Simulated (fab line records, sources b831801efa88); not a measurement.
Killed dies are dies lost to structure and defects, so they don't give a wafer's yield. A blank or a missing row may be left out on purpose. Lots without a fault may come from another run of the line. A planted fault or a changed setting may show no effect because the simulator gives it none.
fab line records | flow sky130
record lots=6 wafers=18 last_day=50
route steps=708 shown LDD_HVP@288 LDD_LDN@289 PAD_OPEN@708
lots that met no fault: from a run of the same line without faults
start_h: hours from the record's first day to the start of the lot's first wafer shown | wait_h: hours since the lot's step before | " the same as in the row above | L1.1+2: a row that stands for several wafers | - no value, or no start given | * or withheld: withheld | < > ~ a bound
route shown NAME@n: a module of which the file shows steps, and the number in the route of the first | usual: mean/standard deviation of fault-free wafers | same: alike in all rows | chamber/n: place in a boat | sites: the reading at each site | _std_site: their standard deviation | _edge_site: outer sites' mean less inner sites' | radius_mm: how far each site lies from the wafer's centre | mask NAME#n: copy n | behind: the tool/chamber that last shaped the wafer | hold: why the lot was held/for how many hours/how that ended | device: the transistor (n, p or np) that didn't switch | end of line: the same wafers' tests at the end of the route | a step without rows: its recipe alone | killed: dies lost to structure and defects at the first sort, not the wafer's yield | map: a wafer's dies, x killed, . not, _ none there
set.NAME: the setting as run; set.NAME@STEP: as run at that earlier step | model.NAME: the simulator's own value behind a step, which no gauge read
lots at some steps of the route; a table a step, a row a wafer
services: from which hour (start_h, from the record's first day; less than 0 if before it) a tool's chamber was out of use, for how many hours, and why
## steps
# step SKY_LDD_HVP_TW_MEAS_10
# usual LDD_HVP_TW=451/8.5
# columns lot.wafer tool chamber start_h wait_h LDD_HVP_TW
L849.1 film_metro-03 - 587.38 0.1 459
L849.5 " - " " 458
L849.6 " - " " 460
L852.1 film_metro-01 - 612.11 0.1 442
L852.3 " - " " 440
L852.5 " - " " 442
L856.2 film_metro-03 - 647.13 0.1 461
L856.3 " - " " 460
L856.6 " - " " 459
L857.1 film_metro-01 - 649.42 0.1 443
L857.3 " - " " 444
L857.6 " - " " 444
L860.3 film_metro-03 - 662.94 0.1 458
L860.4 " - " " 457
L860.6 " - " " 459
L862.2 film_metro-03 - 683.93 0.1 458
L862.5 " - " " 463
L862.6 " - " " 461
# step SKY_LDD_LDN_DEHYDRATE_00
# recipe temp_c=200 time_s=60
# step SKY_LDD_LDN_HMDS_01
# recipe prime_time_s=60 prime_temp_c=120
# step SKY_LDD_LDN_COAT_02
# recipe resist=NOVOLAK spin_rpm=3000 resist_thk_nm=1140
# step SKY_LDD_LDN_SOFTBAKE_03
# recipe temp_c=90 time_s=60 resist=NOVOLAK
# step SKY_LDD_LDN_EXPOSE_04
# recipe mask_id=LDNTM na=0.6 source_shape=conventional sigma_outer=0.6 polarization=unpolarized target_cd_nm=700 dose_mj=140
# step SKY_LDD_LDN_PEB_05
# recipe temp_c=withheld time_s=* resist=NOVOLAK
# step SKY_LDD_LDN_DEVELOP_06
# recipe resist=NOVOLAK developer=TMAH develop_time_s=57.14 dev_temp_c=23
# step SKY_LDD_LDN_OVL_MEAS_07
# usual LDD_LDN_OVL=-0.5/1.6
# columns lot.wafer tool chamber start_h wait_h LDD_LDN_OVL[nm]
L849.1 overlay-02 - 616.74 0.1 -1.8
L849.5 " - " " 0.8
L849.6 " - " " 0.4
L852.1 overlay-02 - 640.47 0.1 -2.7
L852.3 " - " " -2.9
L852.5 " - " " -2.7
L856.2 overlay-01 - 675.29 0.1 -3.0
L856.3 " - " " -2.4
L856.6 " - " " -1.8
L857.1 overlay-01 - 677.37 0.1 0.6
L857.3 " - " " -0.8
L857.6 " - " " -0.9
L860.3 overlay-02 - 690.53 0.1 0.8
L860.4 " - " " 0.2
L860.6 " - " " 0.8
L862.2 overlay-01 - 712.13 0.1 -1.0
L862.5 " - " " -1.1
L862.6 " - " " -0.2
# step SKY_LDD_LDN_IMPLANT_08
# recipe species=As energy_kev=15 dose_cm2=1.25e+13 tilt_deg=withheld rotation_deg=23
# step SKY_LDD_LDN_IMPLANT_09
# recipe species=As energy_kev=15 dose_cm2=1.25e+13 tilt_deg=withheld rotation_deg=113
# step SKY_LDD_LDN_IMPLANT_10
# recipe species=As energy_kev=15 dose_cm2=1.25e+13 tilt_deg=withheld rotation_deg=203
# step SKY_LDD_LDN_IMPLANT_11
# recipe species=As energy_kev=15 dose_cm2=1.25e+13 tilt_deg=withheld rotation_deg=293
# usual beam_energy_keV=15.000/0.0046
# columns lot.wafer tool chamber start_h wait_h beam_energy_keV model.implant.rp_nm model.implant.drp_nm
L849.1 implanter-03 0 617.22 0.1 14.996 12.18 5.933
L849.5 " 0 " " 14.995 12.18 5.933
L849.6 " 0 " " 14.999 12.18 5.933
L852.1 implanter-04 0 640.96 0.1 14.994 12.78 5.933
L852.3 " 0 " " 14.995 12.78 5.933
L852.5 " 0 " " 14.994 12.78 5.933
L856.2 implanter-04 0 675.80 0.1 15.806 12.78 6.146
L856.3 " 0 " " 15.817 12.78 6.146
L856.6 " 0 " " 15.804 12.78 6.146
L857.1 implanter-04 0 677.86 0.1 15.807 12.83 6.146
L857.3 " 0 " " 15.799 12.83 6.146
L857.6 " 0 " " 15.807 12.83 6.146
L860.3 implanter-03 0 691.06 0.1 14.992 13 5.933
L860.4 " 0 " " 14.990 13 5.933
L860.6 " 0 " " 15.000 13 5.933
L862.2 implanter-02 0 712.63 0.1 14.998 12.8 5.933
L862.5 " 0 " " 14.998 12.8 5.933
L862.6 " 0 " " 14.997 12.8 5.933
# step SKY_LDD_LDN_STRIP_12
# recipe chemistry=O2/N2 power_w=1400 pressure_mtorr=1500 platen_temp_c=withheld o2_flow_sccm=3000 n2_flow_sccm=300 overash_fraction=0.5
# usual drypump_motor_current_A=5.7/0.37 oes_product_au=0.715/0.0047 strip_time_to_endpoint_s=14.17/0.038
# columns lot.wafer tool chamber start_h wait_h drypump_motor_current_A oes_product_au rf_hours_counter_h strip_time_to_endpoint_s
L849.1 plasma_asher-02 1 617.37 0.1 5.9 0.711 50 14.16
L849.5 " 0 " " 5.3 0.720 - 14.19
L849.6 " 1 " " 5.9 0.712 - 14.15
L852.1 plasma_asher-02 1 641.11 0.1 5.9 0.711 53 14.13
L852.3 " 0 " " 5.3 0.720 - 14.09
L852.5 " 1 " " 5.9 0.710 - 14.13
L856.2 plasma_asher-03 0 675.92 0.1 6.2 0.707 100 14.16
L856.3 " 1 " " 5.7 0.721 - 14.13
L856.6 " 0 " " 6.2 0.716 - 14.16
L857.1 plasma_asher-01 1 678.01 0.1 5.1 0.712 89 14.19
L857.3 " 0 " " 5.9 0.715 - 14.14
L857.6 " 1 " " 5.1 0.708 - 14.21
L860.3 plasma_asher-03 1 691.19 0.1 5.7 0.711 - 14.18
L860.4 " 0 " " 6.2 0.717 - 14.14
L860.6 " 1 " " 5.7 0.717 - 14.11
L862.2 plasma_asher-03 1 712.76 0.1 5.8 0.716 103 14.15
L862.5 " 0 " " 6.2 0.715 - 14.19
L862.6 " 1 " " 5.7 0.711 - 14.15
# step SKY_PAD_OPEN_PROBE_99
# usual killed_at_M0_to_M3=44/7.6 killed_at_M4_up=3.2/1.7 killed_at_contacts=24/5.7 killed_at_front_end=16/3.9 killed_at_other=0.2/0.45 killed_dies=87/9.5 killed_open=47/6.9 killed_short=40/5.8
# same gross_dies=492 killed_at_back_side=0
# columns lot.wafer tool chamber start_h wait_h killed_at_M0_to_M3 killed_at_M4_up killed_at_contacts killed_at_front_end killed_at_other killed_dies killed_open killed_short
L849.1 prober-02 - 1130.05 0.1 51 1 26 13 0 91 55 36
L849.5 prober-02 - 1130.25 0.2 40 3 19 16 0 78 37 41
L849.6 prober-02 - 1130.30 0.2 49 2 19 21 0 91 52 39
L852.1 prober-01 - 1146.18 0.1 49 5 17 8 0 79 43 36
L852.3 prober-01 - 1146.28 0.2 39 3 31 8 0 81 45 36
L852.5 prober-01 - 1146.38 0.2 40 3 19 16 1 79 38 41
L857.1 prober-02 - 1176.37 0.1 50 3 29 19 0 101 52 49
L857.3 prober-02 - 1176.47 0.2 34 3 22 25 1 85 47 38
L857.6 prober-02 - 1176.62 0.2 69 6 18 13 2 108 53 55
L860.3 prober-01 - 1184.61 0.2 51 2 27 16 1 97 54 43
L860.4 prober-01 - 1184.66 0.2 38 2 40 16 0 96 56 40
L860.6 prober-01 - 1184.76 0.2 39 2 19 15 0 75 38 37
# killed by level:class
L849.1 VIA1:geometric_particle:open=14 VIA2:geometric_particle:open=11 CONTACT:geometric_particle:open=10 CONTACT:geometric_particle:short=7 METAL1:geometric_particle:short=7 VIA1:geometric_particle:short=5 LI_CONTACT:geometric_particle:open=4 VIA3:geometric_particle:open=4
L849.5 VIA1:geometric_particle:open=13 VIA3:geometric_particle:short=7 VIA1:geometric_particle:short=7 CONTACT:geometric_particle:open=6 FIELD_ISO:geometric_particle:short=5 LI_CONTACT:geometric_particle:open=5 CONTACT:geometric_particle:short=4 VIA2:geometric_particle:open=4
L849.6 VIA1:geometric_particle:open=16 LI_CONTACT:geometric_particle:open=9 POLY_GATE:geometric_particle:open=6 POLY_GATE:geometric_particle:short=5 VIA1:geometric_particle:short=5 METAL2:geometric_particle:short=5 FIELD_ISO:geometric_particle:short=4 FIELD_ISO:geometric_particle:open=4
L852.1 VIA1:geometric_particle:open=11 CONTACT:geometric_particle:open=9 VIA2:geometric_particle:short=9 VIA2:geometric_particle:open=6 METAL1:geometric_particle:short=5 METAL4:geometric_particle:short=5 METAL3:geometric_particle:short=4 LI_CONTACT:geometric_particle:open=3
L852.3 CONTACT:geometric_particle:open=12 VIA3:geometric_particle:open=9 CONTACT:geometric_particle:short=7 VIA1:geometric_particle:open=7 LI_CONTACT:geometric_particle:open=6 METAL2:geometric_particle:short=6 VIA2:geometric_particle:short=4 FIELD_ISO:geometric_particle:open=3
L852.5 VIA3:geometric_particle:open=9 LI_CONTACT:geometric_particle:open=6 VIA1:geometric_particle:open=6 POLY_GATE:geometric_particle:short=5 CONTACT:geometric_particle:open=4 CONTACT:geometric_particle:short=4 METAL2:geometric_particle:short=4 VIA2:geometric_particle:short=4
L857.1 METAL2:geometric_particle:short=10 VIA1:geometric_particle:open=9 LI_CONTACT:geometric_particle:open=8 CONTACT:geometric_particle:open=8 VIA2:geometric_particle:open=7 CONTACT:geometric_particle:short=7 METAL1:geometric_particle:short=6 POLY_GATE:geometric_particle:short=5
L857.3 VIA1:geometric_particle:open=11 CONTACT:geometric_particle:open=9 POLY_GATE:geometric_particle:open=8 POLY_GATE:geometric_particle:short=6 VIA3:geometric_particle:open=6 FIELD_ISO:geometric_particle:short=5 VIA2:geometric_particle:open=5 LI_CONTACT:geometric_particle:open=4
L857.6 VIA1:geometric_particle:open=18 METAL1:geometric_particle:short=15 VIA3:geometric_particle:open=9 CONTACT:geometric_particle:open=6 VIA3:geometric_particle:short=6 METAL4:geometric_particle:short=5 FIELD_ISO:geometric_particle:short=4 LI_CONTACT:geometric_particle:open=4
L860.3 VIA1:geometric_particle:open=17 LI_CONTACT:geometric_particle:open=13 VIA3:geometric_particle:open=8 CONTACT:geometric_particle:short=6 VIA1:geometric_particle:short=6 METAL1:geometric_particle:short=6 CONTACT:geometric_particle:open=5 VIA3:geometric_particle:short=5
L860.4 CONTACT:geometric_particle:open=17 VIA1:geometric_particle:open=10 CONTACT:geometric_particle:short=8 LI_CONTACT:geometric_particle:open=6 VIA3:geometric_particle:open=6 LOCAL_INTERCONNECT:geometric_particle:short=6 METAL1:geometric_particle:short=5 FIELD_ISO:geometric_particle:open=4
L860.6 VIA1:geometric_particle:open=7 VIA1:geometric_particle:short=7 VIA2:geometric_particle:open=7 CONTACT:geometric_particle:short=5 CONTACT:geometric_particle:open=5 METAL1:geometric_particle:short=5 FIELD_ISO:geometric_particle:short=4 FIELD_ISO:geometric_particle:open=4
## services
# columns tool chamber start_h hours kind
plasma_asher-03 - 596.56 2.9 repair
plasma_asher-02 - 614.61 1.3 repair
implanter-03 - 645.77 21.3 pm
implanter-04 - 666.08 3.0 pm
implanter-04 - 670.59 2.0 repair
implanter-04 - 679.22 66.8 pm
plasma_asher-02 - 683.36 1.3 repair
## key
first_sign step=SKY_LDD_LDN_IMPLANT_11 reading=beam_energy_keV direction=up sigmas=99+ usual=* struck=*
effect none on later readings
model_effect step=SKY_LDD_LDN_IMPLANT_11 value=implant.rp_nm without=12.34 struck=12.8
met_at SKY_LDD_LDN_IMPLANT_11
struck_wafers L856.2,L856.3,L856.6,L857.1,L857.3,L857.6
tester_left_out L856,L857
onset_between 640.96 675.80
fault kind=process_parameter_drift tool=implanter-04 chamber=- onset_h=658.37 steps=SKY_LDD_LDN_IMPLANT_11 channel=energy_kev offset=* shape=step end_h=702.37 acts_in=* stated=*
# tester_left_out: of these lots the tester's yield and bins aren't shown, on N5 and GAA mostly nor the transistor test; their killed dies are dies lost to structure and defects alone, not to doping, threshold or leakage, so they don't give the yield
